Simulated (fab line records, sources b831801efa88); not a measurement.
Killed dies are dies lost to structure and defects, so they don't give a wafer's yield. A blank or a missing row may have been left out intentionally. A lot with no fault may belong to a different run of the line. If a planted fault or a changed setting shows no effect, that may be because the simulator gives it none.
The tool behind it: which one?	flow gf180mcu	12 lots with 36 wafers sampled at 4 steps, on a route of 602 steps

WHAT EACH GAUGE READ, for each wafer
GF_TOP_METAL_CD_MEAS_14: the cd target is 440 nm.
lot	measured	on	cd-nm (nm)
L392	day 27 23:10	cd-sem-02	439.9 440.8 439.0
L393	day 28 07:11	cd-sem-01	439.3 438.1 437.9
L394	day 28 15:55	cd-sem-01	435.6 437.4 437.0
L395	day 29 01:05	cd-sem-02	441.7 443.6 439.9
L397	day 29 13:44	cd-sem-02	438.6 437.3 436.9
L398	day 29 23:40	cd-sem-01	441.9 441.3 440.6
L399	day 30 04:37	cd-sem-02	439.0 439.5 436.9
L400	day 30 14:16	cd-sem-01	436.1 436.1 436.6
L401	day 31 01:05	cd-sem-02	443.2 442.8 442.9
L410	day 33 03:55	cd-sem-01	444.0 442.1 441.4
L411	day 33 10:24	cd-sem-01	441.8 441.0 442.4
L414	day 34 00:26	cd-sem-01	441.2 442.7 442.5

GF_TOP_METAL_OVL_MEAS_15.
lot	measured	on	TOP_METAL_OVL (nm)
L392	day 27 23:16	overlay-02	0.6 0.0 0.8
L393	day 28 07:19	overlay-01	-2.8 -1.5 -2.8
L394	day 28 16:00	overlay-01	0.6 1.3 -1.5
L395	day 29 01:10	overlay-01	-1.5 -1.7 -0.6
L397	day 29 13:49	overlay-01	-0.9 0.0 -2.1
L398	day 29 23:47	overlay-02	-0.6 -1.1 -0.4
L399	day 30 04:44	overlay-01	1.2 -0.9 -0.5
L400	day 30 14:23	overlay-01	-0.1 0.0 -0.7
L401	day 31 01:11	overlay-02	1.4 -1.0 -1.3
L410	day 33 04:02	overlay-02	9.8 7.9 7.9 10.2 8.2 8.3
L411	day 33 10:31	overlay-01	5.4 8.0 7.7 6.4 8.9 8.2
L414	day 34 00:32	overlay-01	2.6 3.0 3.2

WHICH TOOL RAN EACH LOT (tool, then ch and the chambers of the sampled wafers, then the start)
lot	GF_M5_STRIP_11	GF_TOP_METAL_EXPOSE_11
L392	plasma-asher-01 ch 0, day 26 03:46	iline-stepper-01 ch 0, day 27 13:20
L393	plasma-asher-02 ch 0,1, day 26 12:17	iline-stepper-01 ch 0, day 27 21:22
L394	plasma-asher-03 ch 0,1, day 26 21:04	iline-stepper-01 ch 0, day 28 06:10
L395	plasma-asher-02 ch 0,1, day 27 06:20	iline-stepper-01 ch 0, day 28 16:02
L397	plasma-asher-02 ch 0,1, day 27 20:39	iline-stepper-02 ch 0, day 29 04:25
L398	plasma-asher-03 ch 0,1, day 28 06:10	iline-stepper-01 ch 0, day 29 14:49
L399	plasma-asher-03 ch 0,1, day 28 13:05	iline-stepper-01 ch 0, day 29 19:46
L400	plasma-asher-01 ch 0,1, day 28 22:07	iline-stepper-01 ch 0, day 30 05:31
L401	plasma-asher-02 ch 0,1, day 29 09:54	iline-stepper-02 ch 0, day 30 16:18
L410	plasma-asher-01 ch 0,1, day 31 16:08	iline-stepper-01 ch 0, day 32 20:13
L411	plasma-asher-03 ch 0,1, day 31 22:20	iline-stepper-01 ch 0, day 33 02:38
L414	plasma-asher-01 ch 1, day 32 14:16	iline-stepper-02 ch 0, day 33 17:26
- GF_M5_STRIP_11: strips in O2/N2.
- GF_TOP_METAL_EXPOSE_11: exposes mask MetalTop, target cd 440 nm.

WHAT THE TOOLS THEMSELVES READ (means of the sampled wafers that have a number; where no wafer has one, the mark that the record gives instead)
GF_M5_STRIP_11.
lot	tool	drypump-motor-current-A (A)	heater-power-w (W)	oes-product-au (a.u.)	strip-time-to-endpoint-s (s)
L392	plasma-asher-01	5.3	290	0.523	7.12
L393	plasma-asher-02	6.0	320	0.521	6.99
L394	plasma-asher-03	5.4	355	0.523	7.05
L395	plasma-asher-02	5.7	302	0.522	7.05
L397	plasma-asher-02	6.0	320	0.523	7.03
L398	plasma-asher-03	5.5	356	0.526	7.06
L399	plasma-asher-03	5.3	334	0.524	6.99
L400	plasma-asher-01	5.4	286	0.521	7.03
L401	plasma-asher-02	5.7	302	0.530	7.05
L410	plasma-asher-01	5.4	287	0.520	7.04
L411	plasma-asher-03	5.4	350	0.523	7.05
L414	plasma-asher-01	5.5	289	0.523	7.00

GF_TOP_METAL_EXPOSE_11.
lot	tool	reticle-temp-C (C)
L392	iline-stepper-01	22.90
L393	iline-stepper-01	22.93
L394	iline-stepper-01	23.04
L395	iline-stepper-01	23.00
L397	iline-stepper-02	22.99
L398	iline-stepper-01	22.99
L399	iline-stepper-01	22.96
L400	iline-stepper-01	23.04
L401	iline-stepper-02	23.01
L410	iline-stepper-01	22.86
L411	iline-stepper-01	23.02
L414	iline-stepper-02	23.00

THE ANSWER, worked out from the rows above alone
Rule: usual is defined by the lots themselves. Put in order of their means at a reading, lots are off if they are a third of the lots or fewer, leave a main group of 4 or more, and stand apart from it by a gap of 3 or more times the standard deviation of the main group's means; of several such gaps the widest counts. A main group is skipped when, at the precision printed for the reading in the tables above, its means are all equal. A lot without any number at a reading at which 4 lots or more have one is off too. All remaining lots with rows at the step are treated as sound. Order of review: gauges by route order, followed by the tools' own readings, for which a lot's mean as printed above is used. At the first step where some lot is off, the reading lying furthest off is the one used; lots without a number count as furthest.
Off: at GF_TOP_METAL_OVL_MEAS_15 (TOP_METAL_OVL), L410, L411. Main group: mean -0.2 nm, sd 1.3.
If a tool, at a process step before that reading, ran all the lots that are off and no sound lot after the first of them, it fits. Those tools and the gauges at GF_TOP_METAL_OVL_MEAS_15 are tried in the same way. One fits: iline-stepper-01 at GF_TOP_METAL_EXPOSE_11. Its last sound lot is L400 (day 30 05:31), its first lot that is off L410 (day 32 20:13): a fault that began between those two fits.

WHAT THE SIMULATOR PUT IN
Scanner matching overlay: iline-stepper-01, from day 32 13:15 on, at GF_TOP_METAL_EXPOSE_11. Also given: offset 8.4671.
Lots struck among those shown: L410, L411. The rule given above showed the same thing.
